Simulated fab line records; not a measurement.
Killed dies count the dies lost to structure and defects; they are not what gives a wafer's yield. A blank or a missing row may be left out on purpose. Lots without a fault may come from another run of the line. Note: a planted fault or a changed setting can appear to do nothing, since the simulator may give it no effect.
The tool behind it: which one? || flow sky130 || Sampling: 15 lots, 45 wafers, 6 of 708 route steps

## WHAT THE GAUGES READ, wafer by wafer
SKY_PWDE_TW_MEAS_10.
{"lot": "L364", "measured": "day 3 20:16", "on": "film-metro-02", "PWDE_TW": "374.6 374.6 372.2"}
{"lot": "L365", "measured": "day 4 04:10", "on": "film-metro-02", "PWDE_TW": "373.8 373.1 373.2"}
{"lot": "L370", "measured": "day 5 05:27", "on": "film-metro-02", "PWDE_TW": "370.8 371.3 373.0"}
{"lot": "L371", "measured": "day 5 11:11", "on": "film-metro-04", "PWDE_TW": "376.3 377.9 374.9"}
{"lot": "L372", "measured": "day 5 18:20", "on": "film-metro-02", "PWDE_TW": "373.8 370.5 373.9"}
{"lot": "L374", "measured": "day 6 04:11", "on": "film-metro-04", "PWDE_TW": "373.1 373.5 373.6"}
{"lot": "L375", "measured": "day 6 10:22", "on": "film-metro-01", "PWDE_TW": "367.7 369.0 370.6"}
{"lot": "L376", "measured": "day 6 13:46", "on": "film-metro-04", "PWDE_TW": "373.9 374.5 373.3"}
{"lot": "L377", "measured": "day 6 19:26", "on": "film-metro-02", "PWDE_TW": "29.7 29.8 29.8"}
{"lot": "L378", "measured": "day 7 01:14", "on": "film-metro-04", "PWDE_TW": "30.2 30.3 30.3"}
{"lot": "L379", "measured": "day 7 08:05", "on": "film-metro-02", "PWDE_TW": "29.7 29.8 29.9"}
{"lot": "L380", "measured": "day 7 17:49", "on": "film-metro-02", "PWDE_TW": "372.2 371.9 372.7"}
{"lot": "L385", "measured": "day 8 19:52", "on": "film-metro-02", "PWDE_TW": "372.7 370.3 370.5"}
{"lot": "L386", "measured": "day 9 03:34", "on": "film-metro-04", "PWDE_TW": "375.7 374.4 371.8"}
{"lot": "L387", "measured": "day 9 09:10", "on": "film-metro-01", "PWDE_TW": "370.2 370.2 370.3"}

SKY_NWELL_TW_MEAS_15.
{"lot": "L364", "measured": "day 4 13:22", "on": "film-metro-02", "NWELL_TW": "1806 1812 1809"}
{"lot": "L365", "measured": "day 4 21:01", "on": "film-metro-04", "NWELL_TW": "1832 1834 1831"}
{"lot": "L370", "measured": "day 6 00:38", "on": "film-metro-02", "NWELL_TW": "1800 1802 1804"}
{"lot": "L371", "measured": "day 6 06:08", "on": "film-metro-04", "NWELL_TW": "1837 1828 1828"}
{"lot": "L372", "measured": "day 6 13:41", "on": "film-metro-04", "NWELL_TW": "1809 1815 1819"}
{"lot": "L374", "measured": "day 6 23:23", "on": "film-metro-01", "NWELL_TW": "1799 1817 1794"}
{"lot": "L375", "measured": "day 7 05:34", "on": "film-metro-04", "NWELL_TW": "1830 1820 1838"}
{"lot": "L376", "measured": "day 7 09:24", "on": "film-metro-04", "NWELL_TW": "1840 1838 1837"}
{"lot": "L377", "measured": "day 7 16:05", "on": "film-metro-04", "NWELL_TW": "1844 1832 1840"}
{"lot": "L378", "measured": "day 7 21:16", "on": "film-metro-01", "NWELL_TW": "1805 1807 1791"}
{"lot": "L379", "measured": "day 8 04:49", "on": "film-metro-04", "NWELL_TW": "1827 1822 1829"}
{"lot": "L380", "measured": "day 8 15:02", "on": "film-metro-04", "NWELL_TW": "1820 1820 1828"}
{"lot": "L385", "measured": "day 9 17:40", "on": "film-metro-02", "NWELL_TW": "1823 1823 1814"}
{"lot": "L386", "measured": "day 10 00:53", "on": "film-metro-04", "NWELL_TW": "1836 1835 1832"}
{"lot": "L387", "measured": "day 10 07:21", "on": "film-metro-04", "NWELL_TW": "1829 1838 1826"}

SKY_VT_ADJUST_NCORE_OVL_MEAS_08.
{"lot": "L364", "measured": "day 8 11:09", "on": "overlay-01", "VT_ADJUST_NCORE_OVL (nm)": "-0.6 -0.7 -0.9"}
{"lot": "L365", "measured": "day 8 21:28", "on": "overlay-02", "VT_ADJUST_NCORE_OVL (nm)": "-3.4 0.0 -2.9"}
{"lot": "L370", "measured": "day 10 05:44", "on": "overlay-01", "VT_ADJUST_NCORE_OVL (nm)": "-1.9 -0.8 0.6"}
{"lot": "L371", "measured": "day 10 13:39", "on": "overlay-01", "VT_ADJUST_NCORE_OVL (nm)": "-1.9 -0.2 -1.1"}
{"lot": "L372", "measured": "day 10 21:49", "on": "overlay-02", "VT_ADJUST_NCORE_OVL (nm)": "0.7 0.7 -0.6"}
{"lot": "L374", "measured": "day 11 10:00", "on": "overlay-01", "VT_ADJUST_NCORE_OVL (nm)": "-1.4 -1.7 -2.9"}
{"lot": "L375", "measured": "day 11 15:30", "on": "overlay-01", "VT_ADJUST_NCORE_OVL (nm)": "-2.1 -2.4 -2.7"}
{"lot": "L376", "measured": "day 11 23:26", "on": "overlay-01", "VT_ADJUST_NCORE_OVL (nm)": "-2.4 -2.8 -2.1"}
{"lot": "L377", "measured": "day 12 06:40", "on": "overlay-02", "VT_ADJUST_NCORE_OVL (nm)": "-2.5 -0.8 -4.3"}
{"lot": "L378", "measured": "day 12 12:46", "on": "overlay-02", "VT_ADJUST_NCORE_OVL (nm)": "1.2 0.4 0.4"}
{"lot": "L379", "measured": "day 12 21:43", "on": "overlay-01", "VT_ADJUST_NCORE_OVL (nm)": "-1.7 -4.1 -0.2"}
{"lot": "L380", "measured": "day 13 09:28", "on": "overlay-02", "VT_ADJUST_NCORE_OVL (nm)": "-0.6 -0.6 -1.5"}
{"lot": "L385", "measured": "day 14 15:01", "on": "overlay-01", "VT_ADJUST_NCORE_OVL (nm)": "-2.4 0.5 -1.6"}
{"lot": "L386", "measured": "day 15 00:13", "on": "overlay-01", "VT_ADJUST_NCORE_OVL (nm)": "-2.5 -2.6 0.6"}
{"lot": "L387", "measured": "day 15 05:55", "on": "overlay-01", "VT_ADJUST_NCORE_OVL (nm)": "-1.5 -1.3 -1.5"}

## WHAT TOOL EACH LOT RAN ON (gives the tool, then ch and the chambers of the sampled wafers, and finally the start)
{"lot": "L364", "SKY_DNWELL_STRIP_08": "plasma-asher-02 ch 0,1, day 3 03:55", "SKY_PWDE_STRIP_09": "plasma-asher-01 ch 0,1, day 3 20:10", "SKY_VT_ADJUST_LVTN_STRIP_20": "plasma-asher-04 ch 0,1, day 7 14:16"}
{"lot": "L365", "SKY_DNWELL_STRIP_08": "plasma-asher-04 ch 0,1, day 3 11:34", "SKY_PWDE_STRIP_09": "plasma-asher-01 ch 0,1, day 4 04:04", "SKY_VT_ADJUST_LVTN_STRIP_20": "plasma-asher-01 ch 0,1, day 8 00:46"}
{"lot": "L370", "SKY_DNWELL_STRIP_08": "plasma-asher-04 ch 0,1, day 4 12:35", "SKY_PWDE_STRIP_09": "plasma-asher-01 ch 0,1, day 5 05:22", "SKY_VT_ADJUST_LVTN_STRIP_20": "plasma-asher-01 ch 0,1, day 9 08:22"}
{"lot": "L371", "SKY_DNWELL_STRIP_08": "plasma-asher-04 ch 0,1, day 4 17:33", "SKY_PWDE_STRIP_09": "plasma-asher-03 ch 0,1, day 5 11:05", "SKY_VT_ADJUST_LVTN_STRIP_20": "plasma-asher-01 ch 0,1, day 9 15:16"}
{"lot": "L372", "SKY_DNWELL_STRIP_08": "plasma-asher-04 ch 0,1, day 4 23:52", "SKY_PWDE_STRIP_09": "plasma-asher-01 ch 0,1, day 5 18:14", "SKY_VT_ADJUST_LVTN_STRIP_20": "plasma-asher-02 ch 0,1, day 9 23:19"}
{"lot": "L374", "SKY_DNWELL_STRIP_08": "plasma-asher-01 ch 0,1, day 5 08:49", "SKY_PWDE_STRIP_09": "plasma-asher-03 ch 0,1, day 6 04:05", "SKY_VT_ADJUST_LVTN_STRIP_20": "plasma-asher-04 ch 0,1, day 10 12:11"}
{"lot": "L375", "SKY_DNWELL_STRIP_08": "plasma-asher-04 ch 0,1, day 5 15:46", "SKY_PWDE_STRIP_09": "plasma-asher-03 ch 0,1, day 6 10:16", "SKY_VT_ADJUST_LVTN_STRIP_20": "plasma-asher-04 ch 0,1, day 10 18:08"}
{"lot": "L376", "SKY_DNWELL_STRIP_08": "plasma-asher-04 ch 0,1, day 5 18:34", "SKY_PWDE_STRIP_09": "plasma-asher-04 ch 0,1, day 6 13:40", "SKY_VT_ADJUST_LVTN_STRIP_20": "plasma-asher-01 ch 0,1, day 11 00:17"}
{"lot": "L377", "SKY_DNWELL_STRIP_08": "plasma-asher-01 ch 0,1, day 6 01:17", "SKY_PWDE_STRIP_09": "plasma-asher-03 ch 0,1, day 6 19:20", "SKY_VT_ADJUST_LVTN_STRIP_20": "plasma-asher-02 ch 0,1, day 11 07:13"}
{"lot": "L378", "SKY_DNWELL_STRIP_08": "plasma-asher-04 ch 0,1, day 6 06:40", "SKY_PWDE_STRIP_09": "plasma-asher-03 ch 0,1, day 7 01:08", "SKY_VT_ADJUST_LVTN_STRIP_20": "plasma-asher-01 ch 0,1, day 11 12:41"}
{"lot": "L379", "SKY_DNWELL_STRIP_08": "plasma-asher-01 ch 0,1, day 6 12:31", "SKY_PWDE_STRIP_09": "plasma-asher-01 ch 0,1, day 7 07:59", "SKY_VT_ADJUST_LVTN_STRIP_20": "plasma-asher-04 ch 0, day 11 21:35"}
{"lot": "L380", "SKY_DNWELL_STRIP_08": "plasma-asher-02 ch 0, day 6 22:08", "SKY_PWDE_STRIP_09": "plasma-asher-03 ch 0, day 7 17:43", "SKY_VT_ADJUST_LVTN_STRIP_20": "plasma-asher-02 ch 0,1, day 12 09:43"}
{"lot": "L385", "SKY_DNWELL_STRIP_08": "plasma-asher-02 ch 0,1, day 7 22:23", "SKY_PWDE_STRIP_09": "plasma-asher-01 ch 0,1, day 8 19:46", "SKY_VT_ADJUST_LVTN_STRIP_20": "plasma-asher-02 ch 0,1, day 13 14:59"}
{"lot": "L386", "SKY_DNWELL_STRIP_08": "plasma-asher-01 ch 0,1, day 8 05:47", "SKY_PWDE_STRIP_09": "plasma-asher-03 ch 0,1, day 9 03:28", "SKY_VT_ADJUST_LVTN_STRIP_20": "plasma-asher-01 ch 0,1, day 13 22:50"}
{"lot": "L387", "SKY_DNWELL_STRIP_08": "plasma-asher-01 ch 0,1, day 8 11:56", "SKY_PWDE_STRIP_09": "plasma-asher-03 ch 0,1, day 9 09:04", "SKY_VT_ADJUST_LVTN_STRIP_20": "plasma-asher-01 ch 0,1, day 14 04:21"}
- SKY_DNWELL_STRIP_08: strips in O2/N2.
- SKY_PWDE_STRIP_09: strips in O2/N2.
- SKY_VT_ADJUST_LVTN_STRIP_20: strips in O2/N2.

## WHAT THE TOOLS THEMSELVES READ (means of the sampled wafers that have a number; where no wafer has one, the mark that the record gives instead)
SKY_DNWELL_STRIP_08.
{"lot": "L364", "tool": "plasma-asher-02", "chamber-pressure-mTorr (mTorr)": 1499.5, "drypump-motor-current-A (A)": 6.1, "oes-product-au (a.u.)": 0.726, "strip-time-to-endpoint-s (s)": 36.77}
{"lot": "L365", "tool": "plasma-asher-04", "chamber-pressure-mTorr (mTorr)": 1499.7, "drypump-motor-current-A (A)": 6.2, "oes-product-au (a.u.)": 0.724, "strip-time-to-endpoint-s (s)": 36.92}
{"lot": "L370", "tool": "plasma-asher-04", "chamber-pressure-mTorr (mTorr)": 1500.6, "drypump-motor-current-A (A)": 6.0, "oes-product-au (a.u.)": 0.724, "strip-time-to-endpoint-s (s)": 37.08}
{"lot": "L371", "tool": "plasma-asher-04", "chamber-pressure-mTorr (mTorr)": 1501.0, "drypump-motor-current-A (A)": 6.0, "oes-product-au (a.u.)": 0.717, "strip-time-to-endpoint-s (s)": 36.99}
{"lot": "L372", "tool": "plasma-asher-04", "chamber-pressure-mTorr (mTorr)": 1500.4, "drypump-motor-current-A (A)": 6.0, "oes-product-au (a.u.)": 0.719, "strip-time-to-endpoint-s (s)": 36.98}
{"lot": "L374", "tool": "plasma-asher-01", "chamber-pressure-mTorr (mTorr)": 1499.0, "drypump-motor-current-A (A)": 5.7, "oes-product-au (a.u.)": 0.723, "strip-time-to-endpoint-s (s)": 37.01}
{"lot": "L375", "tool": "plasma-asher-04", "chamber-pressure-mTorr (mTorr)": 1499.1, "drypump-motor-current-A (A)": 6.2, "oes-product-au (a.u.)": 0.719, "strip-time-to-endpoint-s (s)": 36.84}
{"lot": "L376", "tool": "plasma-asher-04", "chamber-pressure-mTorr (mTorr)": 1498.8, "drypump-motor-current-A (A)": 6.2, "oes-product-au (a.u.)": 0.721, "strip-time-to-endpoint-s (s)": 37.04}
{"lot": "L377", "tool": "plasma-asher-01", "chamber-pressure-mTorr (mTorr)": "-", "drypump-motor-current-A (A)": "-", "oes-product-au (a.u.)": "-", "strip-time-to-endpoint-s (s)": "-"}
{"lot": "L378", "tool": "plasma-asher-04", "chamber-pressure-mTorr (mTorr)": "-", "drypump-motor-current-A (A)": "-", "oes-product-au (a.u.)": "-", "strip-time-to-endpoint-s (s)": "-"}
{"lot": "L379", "tool": "plasma-asher-01", "chamber-pressure-mTorr (mTorr)": "-", "drypump-motor-current-A (A)": "-", "oes-product-au (a.u.)": "-", "strip-time-to-endpoint-s (s)": "-"}
{"lot": "L380", "tool": "plasma-asher-02", "chamber-pressure-mTorr (mTorr)": 1499.6, "drypump-motor-current-A (A)": 6.0, "oes-product-au (a.u.)": 0.720, "strip-time-to-endpoint-s (s)": 36.84}
{"lot": "L385", "tool": "plasma-asher-02", "chamber-pressure-mTorr (mTorr)": 1499.7, "drypump-motor-current-A (A)": 6.1, "oes-product-au (a.u.)": 0.722, "strip-time-to-endpoint-s (s)": 37.00}
{"lot": "L386", "tool": "plasma-asher-01", "chamber-pressure-mTorr (mTorr)": 1499.8, "drypump-motor-current-A (A)": 5.8, "oes-product-au (a.u.)": 0.726, "strip-time-to-endpoint-s (s)": 37.01}
{"lot": "L387", "tool": "plasma-asher-01", "chamber-pressure-mTorr (mTorr)": 1499.6, "drypump-motor-current-A (A)": 5.8, "oes-product-au (a.u.)": 0.723, "strip-time-to-endpoint-s (s)": 36.93}

SKY_PWDE_STRIP_09.
{"lot": "L364", "tool": "plasma-asher-01", "chamber-pressure-mTorr (mTorr)": 1501.6, "drypump-motor-current-A (A)": 5.7, "oes-product-au (a.u.)": 0.726, "strip-time-to-endpoint-s (s)": 37.00}
{"lot": "L365", "tool": "plasma-asher-01", "chamber-pressure-mTorr (mTorr)": 1498.8, "drypump-motor-current-A (A)": 5.7, "oes-product-au (a.u.)": 0.728, "strip-time-to-endpoint-s (s)": 36.86}
{"lot": "L370", "tool": "plasma-asher-01", "chamber-pressure-mTorr (mTorr)": 1500.1, "drypump-motor-current-A (A)": 5.7, "oes-product-au (a.u.)": 0.721, "strip-time-to-endpoint-s (s)": 36.64}
{"lot": "L371", "tool": "plasma-asher-03", "chamber-pressure-mTorr (mTorr)": 1499.4, "drypump-motor-current-A (A)": 6.4, "oes-product-au (a.u.)": 0.719, "strip-time-to-endpoint-s (s)": 37.01}
{"lot": "L372", "tool": "plasma-asher-01", "chamber-pressure-mTorr (mTorr)": 1499.9, "drypump-motor-current-A (A)": 5.4, "oes-product-au (a.u.)": 0.718, "strip-time-to-endpoint-s (s)": 37.02}
{"lot": "L374", "tool": "plasma-asher-03", "chamber-pressure-mTorr (mTorr)": 1500.0, "drypump-motor-current-A (A)": 6.2, "oes-product-au (a.u.)": 0.722, "strip-time-to-endpoint-s (s)": 36.86}
{"lot": "L375", "tool": "plasma-asher-03", "chamber-pressure-mTorr (mTorr)": 1500.8, "drypump-motor-current-A (A)": 6.4, "oes-product-au (a.u.)": 0.727, "strip-time-to-endpoint-s (s)": 36.86}
{"lot": "L376", "tool": "plasma-asher-04", "chamber-pressure-mTorr (mTorr)": 1501.1, "drypump-motor-current-A (A)": 6.0, "oes-product-au (a.u.)": 0.725, "strip-time-to-endpoint-s (s)": 36.83}
{"lot": "L377", "tool": "plasma-asher-03", "chamber-pressure-mTorr (mTorr)": 1500.2, "drypump-motor-current-A (A)": 6.2, "oes-product-au (a.u.)": 0.737, "strip-time-to-endpoint-s (s)": 80.91}
{"lot": "L378", "tool": "plasma-asher-03", "chamber-pressure-mTorr (mTorr)": 1499.7, "drypump-motor-current-A (A)": 6.3, "oes-product-au (a.u.)": 0.737, "strip-time-to-endpoint-s (s)": 80.86}
{"lot": "L379", "tool": "plasma-asher-01", "chamber-pressure-mTorr (mTorr)": 1500.1, "drypump-motor-current-A (A)": 5.7, "oes-product-au (a.u.)": 0.745, "strip-time-to-endpoint-s (s)": 81.23}
{"lot": "L380", "tool": "plasma-asher-03", "chamber-pressure-mTorr (mTorr)": 1499.5, "drypump-motor-current-A (A)": 6.5, "oes-product-au (a.u.)": 0.718, "strip-time-to-endpoint-s (s)": 36.95}
{"lot": "L385", "tool": "plasma-asher-01", "chamber-pressure-mTorr (mTorr)": 1500.6, "drypump-motor-current-A (A)": 5.4, "oes-product-au (a.u.)": 0.726, "strip-time-to-endpoint-s (s)": 37.06}
{"lot": "L386", "tool": "plasma-asher-03", "chamber-pressure-mTorr (mTorr)": 1500.6, "drypump-motor-current-A (A)": 6.2, "oes-product-au (a.u.)": 0.722, "strip-time-to-endpoint-s (s)": 36.89}
{"lot": "L387", "tool": "plasma-asher-03", "chamber-pressure-mTorr (mTorr)": 1500.4, "drypump-motor-current-A (A)": 6.4, "oes-product-au (a.u.)": 0.721, "strip-time-to-endpoint-s (s)": 37.02}

SKY_VT_ADJUST_LVTN_STRIP_20.
{"lot": "L364", "tool": "plasma-asher-04", "chamber-pressure-mTorr (mTorr)": 1499.8, "drypump-motor-current-A (A)": 6.0, "oes-product-au (a.u.)": 0.711, "strip-time-to-endpoint-s (s)": 14.18}
{"lot": "L365", "tool": "plasma-asher-01", "chamber-pressure-mTorr (mTorr)": 1500.1, "drypump-motor-current-A (A)": 5.4, "oes-product-au (a.u.)": 0.716, "strip-time-to-endpoint-s (s)": 14.15}
{"lot": "L370", "tool": "plasma-asher-01", "chamber-pressure-mTorr (mTorr)": 1500.2, "drypump-motor-current-A (A)": 5.4, "oes-product-au (a.u.)": 0.716, "strip-time-to-endpoint-s (s)": 14.12}
{"lot": "L371", "tool": "plasma-asher-01", "chamber-pressure-mTorr (mTorr)": 1500.5, "drypump-motor-current-A (A)": 5.4, "oes-product-au (a.u.)": 0.716, "strip-time-to-endpoint-s (s)": 14.21}
{"lot": "L372", "tool": "plasma-asher-02", "chamber-pressure-mTorr (mTorr)": 1500.3, "drypump-motor-current-A (A)": 6.1, "oes-product-au (a.u.)": 0.714, "strip-time-to-endpoint-s (s)": 14.26}
{"lot": "L374", "tool": "plasma-asher-04", "chamber-pressure-mTorr (mTorr)": 1498.4, "drypump-motor-current-A (A)": 6.0, "oes-product-au (a.u.)": 0.717, "strip-time-to-endpoint-s (s)": 14.17}
{"lot": "L375", "tool": "plasma-asher-04", "chamber-pressure-mTorr (mTorr)": 1499.4, "drypump-motor-current-A (A)": 6.0, "oes-product-au (a.u.)": 0.718, "strip-time-to-endpoint-s (s)": 14.10}
{"lot": "L376", "tool": "plasma-asher-01", "chamber-pressure-mTorr (mTorr)": 1500.1, "drypump-motor-current-A (A)": 5.7, "oes-product-au (a.u.)": 0.712, "strip-time-to-endpoint-s (s)": 14.14}
{"lot": "L377", "tool": "plasma-asher-02", "chamber-pressure-mTorr (mTorr)": 1499.9, "drypump-motor-current-A (A)": 6.0, "oes-product-au (a.u.)": 0.720, "strip-time-to-endpoint-s (s)": 14.17}
{"lot": "L378", "tool": "plasma-asher-01", "chamber-pressure-mTorr (mTorr)": 1500.2, "drypump-motor-current-A (A)": 5.8, "oes-product-au (a.u.)": 0.715, "strip-time-to-endpoint-s (s)": 14.19}
{"lot": "L379", "tool": "plasma-asher-04", "chamber-pressure-mTorr (mTorr)": 1499.7, "drypump-motor-current-A (A)": 5.9, "oes-product-au (a.u.)": 0.717, "strip-time-to-endpoint-s (s)": 14.28}
{"lot": "L380", "tool": "plasma-asher-02", "chamber-pressure-mTorr (mTorr)": 1499.2, "drypump-motor-current-A (A)": 6.1, "oes-product-au (a.u.)": 0.709, "strip-time-to-endpoint-s (s)": 14.12}
{"lot": "L385", "tool": "plasma-asher-02", "chamber-pressure-mTorr (mTorr)": 1502.1, "drypump-motor-current-A (A)": 6.1, "oes-product-au (a.u.)": 0.715, "strip-time-to-endpoint-s (s)": 14.19}
{"lot": "L386", "tool": "plasma-asher-01", "chamber-pressure-mTorr (mTorr)": 1500.0, "drypump-motor-current-A (A)": 5.4, "oes-product-au (a.u.)": 0.714, "strip-time-to-endpoint-s (s)": 14.16}
{"lot": "L387", "tool": "plasma-asher-01", "chamber-pressure-mTorr (mTorr)": 1499.1, "drypump-motor-current-A (A)": 5.8, "oes-product-au (a.u.)": 0.718, "strip-time-to-endpoint-s (s)": 14.27}

## THE ANSWER, worked out from the rows above alone
Rule: what is usual is taken from the lots themselves. The widest of any qualifying gaps counts: lots, ordered by their means at a reading, are off when they make up no more than a third of the lots, leave a main group of 4 or more, and stand apart from it by 3 or more times the standard deviation of that group's means. If all means in a main group match to the digits the tables above print for the reading, that group is not used. A lot without any number at a reading at which 4 lots or more have one is off too. Any other lot the step has rows for is counted as sound. The gauges are gone through in route order, then the tools' own readings, and for those a lot's mean is taken as printed above. The first step at which some lot is off is used, and at that step the reading that is off furthest; a lot without a number counts as furthest.
Off: L377, L378, L379, seen at SKY_PWDE_TW_MEAS_10 (PWDE_TW). For the main group the mean is 372.7 and the standard deviation 1.9.
If a tool, at a process step before that reading, ran all the lots that are off and no sound lot after the first of them, it fits. Not tried: the gauges at SKY_PWDE_TW_MEAS_10; whatever is off there is also off at SKY_DNWELL_STRIP_08, on other tools, and gauge error can't account for it. No candidate that was tried fits.

## WHAT THE SIMULATOR HAD INSERTED
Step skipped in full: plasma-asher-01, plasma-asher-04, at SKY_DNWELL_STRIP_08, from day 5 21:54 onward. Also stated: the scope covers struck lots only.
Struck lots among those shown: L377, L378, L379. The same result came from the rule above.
